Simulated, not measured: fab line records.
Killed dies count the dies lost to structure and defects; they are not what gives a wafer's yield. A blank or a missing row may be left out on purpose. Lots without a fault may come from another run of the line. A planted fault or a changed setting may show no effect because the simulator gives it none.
Which tool did it? :: flow sky130 :: 14 lots with 42 wafers sampled at 4 steps, on a route of 708 steps

## WHAT THE GAUGES READ, wafer by wafer
SKY_VT_ADJUST_LVTN_TW_MEAS_21.
lot: L869
measured: day 7 09:09
on: filmMetro-03
VT_ADJUST_LVTN_2_TW: 188.0 189.3 189.1

lot: L870
measured: day 7 23:53
on: filmMetro-01
VT_ADJUST_LVTN_2_TW: 190.2 190.2 190.1

lot: L871
measured: day 8 05:58
on: filmMetro-01
VT_ADJUST_LVTN_2_TW: 189.7 189.3 189.0

lot: L872
measured: day 8 10:47
on: filmMetro-03
VT_ADJUST_LVTN_2_TW: 188.2 187.9 188.3

lot: L873
measured: day 8 18:11
on: filmMetro-03
VT_ADJUST_LVTN_2_TW: 188.7 188.7 188.6

lot: L875
measured: day 9 16:40
on: filmMetro-03
VT_ADJUST_LVTN_2_TW: 187.4 187.8 187.8

lot: L877
measured: day 10 00:30
on: filmMetro-01
VT_ADJUST_LVTN_2_TW: 188.9 190.1 189.0

lot: L879
measured: day 10 18:28
on: filmMetro-01
VT_ADJUST_LVTN_2_TW: 190.4 189.7 190.1

lot: L881
measured: day 11 02:34
on: filmMetro-02
VT_ADJUST_LVTN_2_TW: 188.7 189.8 188.9

lot: L887
measured: day 12 15:04
on: filmMetro-03
VT_ADJUST_LVTN_2_TW: 186.9 186.9 187.6

lot: L888
measured: day 13 05:56
on: filmMetro-01
VT_ADJUST_LVTN_2_TW: 188.5 188.4 188.8

lot: L890
measured: day 14 08:46
on: filmMetro-03
VT_ADJUST_LVTN_2_TW: 186.9 187.2 186.4

lot: L892
measured: day 14 11:34
on: filmMetro-03
VT_ADJUST_LVTN_2_TW: 186.3 186.2 186.3

lot: L891
measured: day 14 13:21
on: filmMetro-01
VT_ADJUST_LVTN_2_TW: 188.1 188.0 188.2

SKY_CONTACT_BOW_MEAS_05.
lot: L869
measured: day 29 17:55
on: filmMetro-04
CONTACT_BOW (um): 77 80 72

lot: L870
measured: day 30 14:36
on: filmMetro-01
CONTACT_BOW (um): 86 85 86

lot: L871
measured: day 30 17:52
on: filmMetro-01
CONTACT_BOW (um): 77 86 86

lot: L872
measured: day 31 02:11
on: filmMetro-04
CONTACT_BOW (um): 92 73 72

lot: L873
measured: day 32 11:57
on: filmMetro-01
CONTACT_BOW (um): 83 84 80

lot: L875
measured: day 32 19:41
on: filmMetro-04
CONTACT_BOW (um): 85 78 68

lot: L877
measured: day 33 01:12
on: filmMetro-03
CONTACT_BOW (um): 80 82 103

lot: L879
measured: day 33 22:47
on: filmMetro-04
CONTACT_BOW (um): 68 82 79

lot: L881
measured: day 34 03:26
on: filmMetro-01
CONTACT_BOW (um): 87 89 83

lot: L887
measured: day 36 09:38
on: filmMetro-04
CONTACT_BOW (um): 81 70 83

lot: L888
measured: day 36 13:09
on: filmMetro-04
CONTACT_BOW (um): 72 74 81

lot: L890
measured: day 37 19:07
on: filmMetro-01
CONTACT_BOW (um): 85 88 76

lot: L892
measured: day 37 19:26
on: filmMetro-01
CONTACT_BOW (um): 83 77 77

lot: L891
measured: day 37 23:34
on: filmMetro-01
CONTACT_BOW (um): 85 77 83

SKY_VIA1_THK_MEAS_01.
lot: L869
measured: day 32 03:32
on: filmMetro-03
VIA1_HDPCVD_THK (nm): 1033 1033 1028

lot: L870
measured: day 33 00:41
on: filmMetro-04
VIA1_HDPCVD_THK (nm): 1037 1027 1050

lot: L871
measured: day 33 02:07
on: filmMetro-02
VIA1_HDPCVD_THK (nm): 1032 1035 1024

lot: L872
measured: day 33 12:17
on: filmMetro-04
VIA1_HDPCVD_THK (nm): 1031 1030 1015

lot: L873
measured: day 34 19:38
on: filmMetro-04
VIA1_HDPCVD_THK (nm): 1043 1039 1025

lot: L875
measured: day 35 04:05
on: filmMetro-03
VIA1_HDPCVD_THK (nm): 1030 1035 1033

lot: L877
measured: day 35 09:08
on: filmMetro-02
VIA1_HDPCVD_THK (nm): 1054 1028 1037

lot: L879
measured: day 36 05:41
on: filmMetro-03
VIA1_HDPCVD_THK (nm): 1015 1010 1017

lot: L881
measured: day 36 10:21
on: filmMetro-03
VIA1_HDPCVD_THK (nm): 1045 1040 1045

lot: L887
measured: day 38 16:34
on: filmMetro-03
VIA1_HDPCVD_THK (nm): 1029 1022 1027

lot: L888
measured: day 38 18:46
on: filmMetro-03
VIA1_HDPCVD_THK (nm): 1018 1009 1021

lot: L890
measured: day 39 23:05
on: filmMetro-04
VIA1_HDPCVD_THK (nm): 1040 1053 1046

lot: L892
measured: day 40 00:02
on: filmMetro-02
VIA1_HDPCVD_THK (nm): 1041 1035 1037

lot: L891
measured: day 40 04:16
on: filmMetro-02
VIA1_HDPCVD_THK (nm): 1019 1019 1020

## WHAT TOOL EACH LOT RAN ON (gives the tool, then ch and the chambers of the sampled wafers, and finally the start)
lot: L869
SKY_VT_ADJUST_NCORE_IMPLANT_09: implanter-02 ch 0, day 8 04:26

lot: L870
SKY_VT_ADJUST_NCORE_IMPLANT_09: implanter-02 ch 0, day 8 20:02

lot: L871
SKY_VT_ADJUST_NCORE_IMPLANT_09: implanter-02 ch 0, day 9 02:57

lot: L872
SKY_VT_ADJUST_NCORE_IMPLANT_09: implanter-02 ch 0, day 9 07:46

lot: L873
SKY_VT_ADJUST_NCORE_IMPLANT_09: implanter-03 ch 0, day 9 15:01

lot: L875
SKY_VT_ADJUST_NCORE_IMPLANT_09: implanter-02 ch 0, day 10 15:08

lot: L877
SKY_VT_ADJUST_NCORE_IMPLANT_09: implanter-04 ch 0, day 10 22:41

lot: L879
SKY_VT_ADJUST_NCORE_IMPLANT_09: implanter-03 ch 0, day 11 18:04

lot: L881
SKY_VT_ADJUST_NCORE_IMPLANT_09: implanter-02 ch 0, day 12 02:47

lot: L887
SKY_VT_ADJUST_NCORE_IMPLANT_09: implanter-02 ch 0, day 13 16:35

lot: L888
SKY_VT_ADJUST_NCORE_IMPLANT_09: implanter-04 ch 0, day 14 07:56

lot: L890
SKY_VT_ADJUST_NCORE_IMPLANT_09: implanter-02 ch 0, day 15 11:14

lot: L892
SKY_VT_ADJUST_NCORE_IMPLANT_09: implanter-04 ch 0, day 15 14:37

lot: L891
SKY_VT_ADJUST_NCORE_IMPLANT_09: implanter-03 ch 0, day 15 16:29
- SKY_VT_ADJUST_NCORE_IMPLANT_09

## WHAT THE TOOLS THEMSELVES READ (means of the sampled wafers that have a number; where no wafer has one, the mark that the record gives instead)
SKY_VT_ADJUST_NCORE_IMPLANT_09.
lot: L869
tool: implanter-02
doseIonsCm2: 2.3981e+12

lot: L870
tool: implanter-02
doseIonsCm2: 2.3978e+12

lot: L871
tool: implanter-02
doseIonsCm2: 2.3985e+12

lot: L872
tool: implanter-02
doseIonsCm2: 2.4030e+12

lot: L873
tool: implanter-03
doseIonsCm2: 2.3987e+12

lot: L875
tool: implanter-02
doseIonsCm2: 2.3975e+12

lot: L877
tool: implanter-04
doseIonsCm2: 2.4019e+12

lot: L879
tool: implanter-03
doseIonsCm2: 2.3992e+12

lot: L881
tool: implanter-02
doseIonsCm2: 2.3966e+12

lot: L887
tool: implanter-02
doseIonsCm2: 2.3459e+12

lot: L888
tool: implanter-04
doseIonsCm2: 2.4039e+12

lot: L890
tool: implanter-02
doseIonsCm2: 2.3421e+12

lot: L892
tool: implanter-04
doseIonsCm2: 2.4002e+12

lot: L891
tool: implanter-03
doseIonsCm2: 2.3960e+12

## THE ANSWER, worked out from the rows above alone
Rule: usual is defined by the lots themselves. The widest of any qualifying gaps counts: lots, ordered by their means at a reading, are off when they make up no more than a third of the lots, leave a main group of 4 or more, and stand apart from it by 3 or more times the standard deviation of that group's means. A main group is skipped when, at the precision printed for the reading in the tables above, its means are all equal. Also off: a lot with no number at a reading for which 4 or more lots have one. The other lots that the step has rows for count as sound. Order of review: gauges by route order, followed by the tools' own readings, for which a lot's mean as printed above is used. The first step at which some lot is off is used, and at that step the reading that is off furthest; a lot without a number counts as furthest.
Off: L887, L890, at SKY_VT_ADJUST_NCORE_IMPLANT_09 (doseIonsCm2). The main group has a mean of 2.3993e+12 with a standard deviation of 2.4e+09.
If a tool, at that step or one of the process steps before it, ran each lot that is off and ran no sound lot following the first of them, it fits. One candidate fits, namely implanter-02 at SKY_VT_ADJUST_NCORE_IMPLANT_09. Its last sound lot is L881 (day 12 02:47), its first lot that is off L887 (day 13 16:35): a fault that began between those two fits.
The tool's own readings at SKY_VT_ADJUST_NCORE_IMPLANT_09 bear it out: on the lots that are off they differ by more than 5 times the standard deviation of the sound lots' means. doseIonsCm2 reads 2.3440e+12 there against 2.3993e+12 on the sound lots.

## WHAT WAS PUT IN BY THE SIMULATOR
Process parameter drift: implanter-02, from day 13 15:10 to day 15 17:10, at SKY_VT_ADJUST_NCORE_IMPLANT_09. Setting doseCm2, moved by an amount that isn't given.
Shown lots that were struck: L887, L890. The rule above found the same.
